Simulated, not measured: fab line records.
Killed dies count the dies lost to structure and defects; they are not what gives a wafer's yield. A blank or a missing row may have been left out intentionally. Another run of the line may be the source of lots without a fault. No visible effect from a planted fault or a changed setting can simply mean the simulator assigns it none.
What tool caused it? || flow sky130 || 11 lots with 33 wafers sampled at 5 steps, on a route of 708 steps

## WHAT THE GAUGES SHOWED, per wafer
SKY_VIA4_THK_MEAS_01. Usual: VIA4_HDPCVD_THK typically reads 1755 nm, with standard deviation 18.
{"lot": "L658", "measured": "day 42 12:17", "on": "film metro-02", "VIA4_HDPCVD_THK (nm)": "1730 1772 1758", "flag": ""}
{"lot": "L661", "measured": "day 43 05:25", "on": "film metro-03", "VIA4_HDPCVD_THK (nm)": "1722 1743 1760", "flag": ""}
{"lot": "L662", "measured": "day 43 14:19", "on": "film metro-02", "VIA4_HDPCVD_THK (nm)": "1773 1754 1734", "flag": ""}
{"lot": "L663", "measured": "day 43 20:01", "on": "film metro-03", "VIA4_HDPCVD_THK (nm)": "1739 1763 1762", "flag": ""}
{"lot": "L666", "measured": "day 45 12:37", "on": "film metro-03", "VIA4_HDPCVD_THK (nm)": "1745 1728 1727", "flag": ""}
{"lot": "L673", "measured": "day 46 15:13", "on": "film metro-03", "VIA4_HDPCVD_THK (nm)": "1763 1789 2707 1761 1788 2707", "flag": "OFF"}
{"lot": "L674", "measured": "day 46 18:40", "on": "film metro-01", "VIA4_HDPCVD_THK (nm)": "1741 2718 2697 1741 2718 2697", "flag": "OFF"}
{"lot": "L677", "measured": "day 47 05:33", "on": "film metro-02", "VIA4_HDPCVD_THK (nm)": "1760 1761 1781", "flag": ""}
{"lot": "L678", "measured": "day 47 18:06", "on": "film metro-01", "VIA4_HDPCVD_THK (nm)": "1767 1761 1754", "flag": ""}
{"lot": "L679", "measured": "day 47 23:53", "on": "film metro-03", "VIA4_HDPCVD_THK (nm)": "1760 1769 1730", "flag": ""}
{"lot": "L681", "measured": "day 48 06:35", "on": "film metro-03", "VIA4_HDPCVD_THK (nm)": "1773 1755 1768", "flag": ""}

## TOOL THAT RAN EACH LOT (tool first, then ch and the chambers of the sampled wafers, then the start)
{"lot": "L658", "SKY_METAL3_SPUTTER_01": "pvd sputter-01, day 37 00:44", "SKY_CAPM_CVD_00": "pecvd-01 ch 0,1, day 37 00:52", "SKY_METAL3_METAL_ETCH_18": "rie metal-02 ch 0,1, day 39 05:38", "SKY_VIA4_HDPCVD_00": "hdpcvd-01 ch 0,2, day 42 12:06"}
{"lot": "L661", "SKY_METAL3_SPUTTER_01": "pvd sputter-03, day 37 18:57", "SKY_CAPM_CVD_00": "pecvd-02 ch 0,2, day 37 19:05", "SKY_METAL3_METAL_ETCH_18": "rie metal-04 ch 0,1, day 39 23:11", "SKY_VIA4_HDPCVD_00": "hdpcvd-01 ch 0,2, day 43 05:14"}
{"lot": "L662", "SKY_METAL3_SPUTTER_01": "pvd sputter-03, day 38 06:41", "SKY_CAPM_CVD_00": "pecvd-04 ch 0,1,2, day 38 06:49", "SKY_METAL3_METAL_ETCH_18": "rie metal-02 ch 0,1, day 40 10:20", "SKY_VIA4_HDPCVD_00": "hdpcvd-02 ch 0,1,2, day 43 14:04"}
{"lot": "L663", "SKY_METAL3_SPUTTER_01": "pvd sputter-01, day 38 13:19", "SKY_CAPM_CVD_00": "pecvd-04 ch 0,1,2, day 38 13:26", "SKY_METAL3_METAL_ETCH_18": "rie metal-02 ch 0,1, day 40 16:20", "SKY_VIA4_HDPCVD_00": "hdpcvd-01 ch 0,1,2, day 43 19:49"}
{"lot": "L666", "SKY_METAL3_SPUTTER_01": "pvd sputter-01, day 40 09:10", "SKY_CAPM_CVD_00": "pecvd-04 ch 0,2, day 40 09:17", "SKY_METAL3_METAL_ETCH_18": "rie metal-01 ch 0,1, day 42 10:48", "SKY_VIA4_HDPCVD_00": "hdpcvd-02 ch 0,1,2, day 45 12:26"}
{"lot": "L673", "SKY_METAL3_SPUTTER_01": "pvd sputter-04, day 41 14:46", "SKY_CAPM_CVD_00": "pecvd-02 ch 0,1,2, day 41 14:53", "SKY_METAL3_METAL_ETCH_18": "rie metal-02 ch 1, day 43 15:35", "SKY_VIA4_HDPCVD_00": "hdpcvd-01 ch 0,1,2, day 46 15:01"}
{"lot": "L674", "SKY_METAL3_SPUTTER_01": "pvd sputter-03, day 41 19:28", "SKY_CAPM_CVD_00": "pecvd-01 ch 0,1,2, day 41 19:35", "SKY_METAL3_METAL_ETCH_18": "rie metal-01 ch 0,1, day 43 19:50", "SKY_VIA4_HDPCVD_00": "hdpcvd-01 ch 0,2, day 46 18:28"}
{"lot": "L677", "SKY_METAL3_SPUTTER_01": "pvd sputter-01, day 42 08:08", "SKY_CAPM_CVD_00": "pecvd-02 ch 1, day 42 08:16", "SKY_METAL3_METAL_ETCH_18": "rie metal-04 ch 0,1, day 44 08:36", "SKY_VIA4_HDPCVD_00": "hdpcvd-02 ch 0,1,2, day 47 05:22"}
{"lot": "L678", "SKY_METAL3_SPUTTER_01": "pvd sputter-01, day 42 23:31", "SKY_CAPM_CVD_00": "pecvd-01 ch 1,2, day 42 23:39", "SKY_METAL3_METAL_ETCH_18": "rie metal-04 ch 0,1, day 44 22:50", "SKY_VIA4_HDPCVD_00": "hdpcvd-02 ch 0,1,2, day 47 17:55"}
{"lot": "L679", "SKY_METAL3_SPUTTER_01": "pvd sputter-04, day 43 05:07", "SKY_CAPM_CVD_00": "pecvd-04 ch 1,2, day 43 05:15", "SKY_METAL3_METAL_ETCH_18": "rie metal-04 ch 1, day 45 04:08", "SKY_VIA4_HDPCVD_00": "hdpcvd-02 ch 0,1,2, day 47 23:42"}
{"lot": "L681", "SKY_METAL3_SPUTTER_01": "pvd sputter-01, day 43 13:41", "SKY_CAPM_CVD_00": "pecvd-02 ch 0,2, day 43 13:49", "SKY_METAL3_METAL_ETCH_18": "rie metal-01 ch 0,1, day 45 11:10", "SKY_VIA4_HDPCVD_00": "hdpcvd-02 ch 0,1,2, day 48 06:25"}
- SKY_METAL3_SPUTTER_01: material TiN, target thk 20 nm, time 16.7 s.
- SKY_CAPM_CVD_00: deposits SiO2, target thk 15.5 nm.
- SKY_METAL3_METAL_ETCH_18: etches the open film in Cl2/BCl3, stops on SiO2, target depth 845 nm, time 183.1 s.
- SKY_VIA4_HDPCVD_00: deposits SiO2, target thk 1750 nm, time 291.7 s.

## AS READ BY THE TOOLS THEMSELVES (means over the sampled wafers that have a number; for cases with no such wafer, the mark the record gives instead)
SKY_METAL3_SPUTTER_01. Usual: 30.1 % for throttle valve pct, sd 0.65.
{"lot": "L658", "tool": "pvd sputter-01", "throttle valve pct (%)": 30.2, "flag": ""}
{"lot": "L661", "tool": "pvd sputter-03", "throttle valve pct (%)": 30.6, "flag": ""}
{"lot": "L662", "tool": "pvd sputter-03", "throttle valve pct (%)": 30.6, "flag": ""}
{"lot": "L663", "tool": "pvd sputter-01", "throttle valve pct (%)": 30.5, "flag": ""}
{"lot": "L666", "tool": "pvd sputter-01", "throttle valve pct (%)": 29.9, "flag": ""}
{"lot": "L673", "tool": "pvd sputter-04", "throttle valve pct (%)": 30.5, "flag": ""}
{"lot": "L674", "tool": "pvd sputter-03", "throttle valve pct (%)": 30.3, "flag": ""}
{"lot": "L677", "tool": "pvd sputter-01", "throttle valve pct (%)": 30.2, "flag": ""}
{"lot": "L678", "tool": "pvd sputter-01", "throttle valve pct (%)": 29.9, "flag": ""}
{"lot": "L679", "tool": "pvd sputter-04", "throttle valve pct (%)": 29.5, "flag": ""}
{"lot": "L681", "tool": "pvd sputter-01", "throttle valve pct (%)": 30.2, "flag": ""}

SKY_CAPM_CVD_00. Usual: 693 W for heater power w, sd 80.
{"lot": "L658", "tool": "pecvd-01", "heater power w (W)": 648, "flag": ""}
{"lot": "L661", "tool": "pecvd-02", "heater power w (W)": 832, "flag": ""}
{"lot": "L662", "tool": "pecvd-04", "heater power w (W)": 698, "flag": ""}
{"lot": "L663", "tool": "pecvd-04", "heater power w (W)": 689, "flag": ""}
{"lot": "L666", "tool": "pecvd-04", "heater power w (W)": 650, "flag": ""}
{"lot": "L673", "tool": "pecvd-02", "heater power w (W)": 685, "flag": ""}
{"lot": "L674", "tool": "pecvd-01", "heater power w (W)": 653, "flag": ""}
{"lot": "L677", "tool": "pecvd-02", "heater power w (W)": 665, "flag": ""}
{"lot": "L678", "tool": "pecvd-01", "heater power w (W)": 667, "flag": ""}
{"lot": "L679", "tool": "pecvd-04", "heater power w (W)": 645, "flag": ""}
{"lot": "L681", "tool": "pecvd-02", "heater power w (W)": 799, "flag": ""}

SKY_METAL3_METAL_ETCH_18. Usual: chamber pressure mTorr 10.000 mTorr, standard deviation 0.0089; drypump motor current A 5.8 A, standard deviation 0.36; oes product au 0.866 a.u., standard deviation 0.007; throttle valve pct 22.264 %, standard deviation 0.0097.
{"lot": "L658", "tool": "rie metal-02", "chamber pressure mTorr (mTorr)": 10.002, "drypump motor current A (A)": 6.1, "oes product au (a.u.)": 0.870, "throttle valve pct (%)": 22.262, "flag": ""}
{"lot": "L661", "tool": "rie metal-04", "chamber pressure mTorr (mTorr)": 10.001, "drypump motor current A (A)": 5.7, "oes product au (a.u.)": 0.858, "throttle valve pct (%)": 22.272, "flag": ""}
{"lot": "L662", "tool": "rie metal-02", "chamber pressure mTorr (mTorr)": 9.999, "drypump motor current A (A)": 6.2, "oes product au (a.u.)": 0.863, "throttle valve pct (%)": 22.260, "flag": ""}
{"lot": "L663", "tool": "rie metal-02", "chamber pressure mTorr (mTorr)": 10.002, "drypump motor current A (A)": 6.2, "oes product au (a.u.)": 0.870, "throttle valve pct (%)": 22.260, "flag": ""}
{"lot": "L666", "tool": "rie metal-01", "chamber pressure mTorr (mTorr)": 10.005, "drypump motor current A (A)": 5.4, "oes product au (a.u.)": 0.869, "throttle valve pct (%)": 22.266, "flag": ""}
{"lot": "L673", "tool": "rie metal-02", "chamber pressure mTorr (mTorr)": 9.999, "drypump motor current A (A)": 6.3, "oes product au (a.u.)": 0.875, "throttle valve pct (%)": 22.257, "flag": ""}
{"lot": "L674", "tool": "rie metal-01", "chamber pressure mTorr (mTorr)": 10.006, "drypump motor current A (A)": 5.3, "oes product au (a.u.)": 0.869, "throttle valve pct (%)": 22.270, "flag": ""}
{"lot": "L677", "tool": "rie metal-04", "chamber pressure mTorr (mTorr)": 10.012, "drypump motor current A (A)": 5.7, "oes product au (a.u.)": 0.866, "throttle valve pct (%)": 22.257, "flag": ""}
{"lot": "L678", "tool": "rie metal-04", "chamber pressure mTorr (mTorr)": 10.002, "drypump motor current A (A)": 5.8, "oes product au (a.u.)": 0.861, "throttle valve pct (%)": 22.262, "flag": ""}
{"lot": "L679", "tool": "rie metal-04", "chamber pressure mTorr (mTorr)": 9.996, "drypump motor current A (A)": 5.7, "oes product au (a.u.)": 0.868, "throttle valve pct (%)": 22.273, "flag": ""}
{"lot": "L681", "tool": "rie metal-01", "chamber pressure mTorr (mTorr)": 9.988, "drypump motor current A (A)": 5.3, "oes product au (a.u.)": 0.863, "throttle valve pct (%)": 22.261, "flag": ""}

## THE ANSWER, worked out from the rows above alone
Rule: take the mean of a lot's wafers that have a number; if it is more than 3 standard deviations from the usual mean, the lot is off. A lot without any number at a reading at which 4 lots or more have one is off too. Where the step has rows for the other lots, those lots are counted as sound. Order of review: gauges by route order, followed by the tools' own readings, for which a lot's mean as printed above is used. The first step at which some lot is off is used, and at that step the reading that is off furthest; a lot without a number counts as furthest.
Off: L673, L674, seen at SKY_VIA4_THK_MEAS_01 (VIA4_HDPCVD_THK).
A tool fits if, at a process step before that reading, it ran every lot that is off, and no sound lot after the first of them. Gauges at SKY_VIA4_THK_MEAS_01: tried the same way as those tools. One candidate fits, namely hdpcvd-01 at SKY_VIA4_HDPCVD_00. Its last sound lot is L663 (day 43 19:49), its first lot that is off L673 (day 46 15:01): a fault that began between those two fits.

## WHAT WAS PUT IN BY THE SIMULATOR
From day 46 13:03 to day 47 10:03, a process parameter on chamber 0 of hdpcvd-01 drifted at SKY_VIA4_HDPCVD_00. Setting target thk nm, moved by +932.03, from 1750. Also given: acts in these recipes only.
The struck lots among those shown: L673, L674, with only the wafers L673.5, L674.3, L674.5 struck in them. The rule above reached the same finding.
